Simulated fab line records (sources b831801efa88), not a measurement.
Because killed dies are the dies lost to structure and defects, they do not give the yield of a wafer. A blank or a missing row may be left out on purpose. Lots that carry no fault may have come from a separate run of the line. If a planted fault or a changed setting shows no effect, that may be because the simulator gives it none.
A lot that was struck, set against a sound lot ; flow sky130 ; 14 out of 708 route steps
Sound: these wafers, L256.1, L256.5, L256.6. Struck: wafer L266.3; the same lot's L266.5 was not struck, so it is left out; see the end for the cause.
Per side, at each step with rows, come the tool, then ch with its chambers, and then its first start. Under that, the readings that differ: sound wafers ; struck wafers ; difference of the means ; sigmas: that difference in standard deviations of wafers without a fault.
alike: same words and numbers on both sides, and readings whose means sit less than 2 such deviations apart. not compared: any withheld reading, any reading some wafer has no value for, any bound like >300 that may hide the same value, and any number with overlapping values for which the record gives no deviation.
The two part at a step that has a row with sigmas, a row that says differs or no value, or rows on one side only. Numbers that don't overlap but have no deviation are shown without sigmas and don't part them. A reading missing from all wafers of one side parts the sides only when that side holds two or more wafers.

first, 3 steps without rows for these wafers: SKY_VIA1_EXPOSE_09 (exposes mask VIM, target cd 150 nm); SKY_VIA1_PEB_10; SKY_VIA1_DEVELOP_11 (develop time 60 s).
SKY_VIA1_CD_MEAS_12: the cd target is 150 nm.
  sound: cdSem-02 at day 34 09:31; struck: cdSem-02 at day 37 22:15
  alike: cdNm
SKY_VIA1_OVL_MEAS_13:
  sound: overlay-02 at day 34 09:38; struck: overlay-02 at day 37 22:20
  alike: VIA1_OVL
SKY_VIA1_ETCH_14: etches BARC in N2/H2, stops on SiO2, time 45.9 s, target depth 60 nm.
  sound on rieDiel-04 ch 1,2, day 34 09:40; struck on rieDiel-04 ch 1, day 37 22:22
  alike: drypumpMotorCurrentA, h2FlowSccm, oesProductAu, throttleValvePct
  not compared: rfHoursCounterH
SKY_VIA1_ETCH_15: etches SiO2 in C4F8/O2/Ar, stops on TiN, target depth 351 nm, time 54 s.
  sound on rieDiel-04 ch 1,2, day 34 09:43; struck on rieDiel-04 ch 1, day 37 22:25
  alike: oesProductAu
  not compared: rfHoursCounterH
SKY_VIA1_STRIP_16: strips in O2/N2.
  sound on plasmaAsher-03 ch 0,1, day 34 09:46; struck on plasmaAsher-03 ch 0, day 37 22:29
  alike: drypumpMotorCurrentA, oesProductAu, stripTimeToEndpointS
  not compared: rfHoursCounterH
then, 3 steps without rows for these wafers: SKY_VIA1_STRIP_17 (strips in post etch residue remover, time 1200 s); SKY_VIA1_CLEAN_18 (cleans in IPA, time 180 s); SKY_VIA1_CLEAN_19 (cleans in O3/DIW).
SKY_VIA1_SPUTTER_20: material TiN, target thk 20 nm, time 80 s.
  sound: pvdSputter-03 at day 34 10:21; struck: pvdSputter-04 at day 37 23:07
  alike: throttleValvePct
SKY_VIA1_CVD_21: deposits W, target thk 270 nm, time 80.902 s.
  sound on cvdW-01 ch 0,1, day 34 10:25; struck on cvdW-01 ch 0, day 37 23:12
reading;sound;struck;difference;sigmas
model.W_of_VIA1_CVD_21.thkNm (nm);271.7 265.9 271.4;262.8;-6.9;
  alike: heaterPowerW
SKY_VIA1_RS_MEAS_22: measures by four-point-probe.
  sound: filmMetro-04 at day 34 10:31; struck: filmMetro-04 at day 37 23:18
  alike: VIA1_W_RS

WHERE THEY PART
Nowhere in this record.

WHY: what had been put in by the simulator
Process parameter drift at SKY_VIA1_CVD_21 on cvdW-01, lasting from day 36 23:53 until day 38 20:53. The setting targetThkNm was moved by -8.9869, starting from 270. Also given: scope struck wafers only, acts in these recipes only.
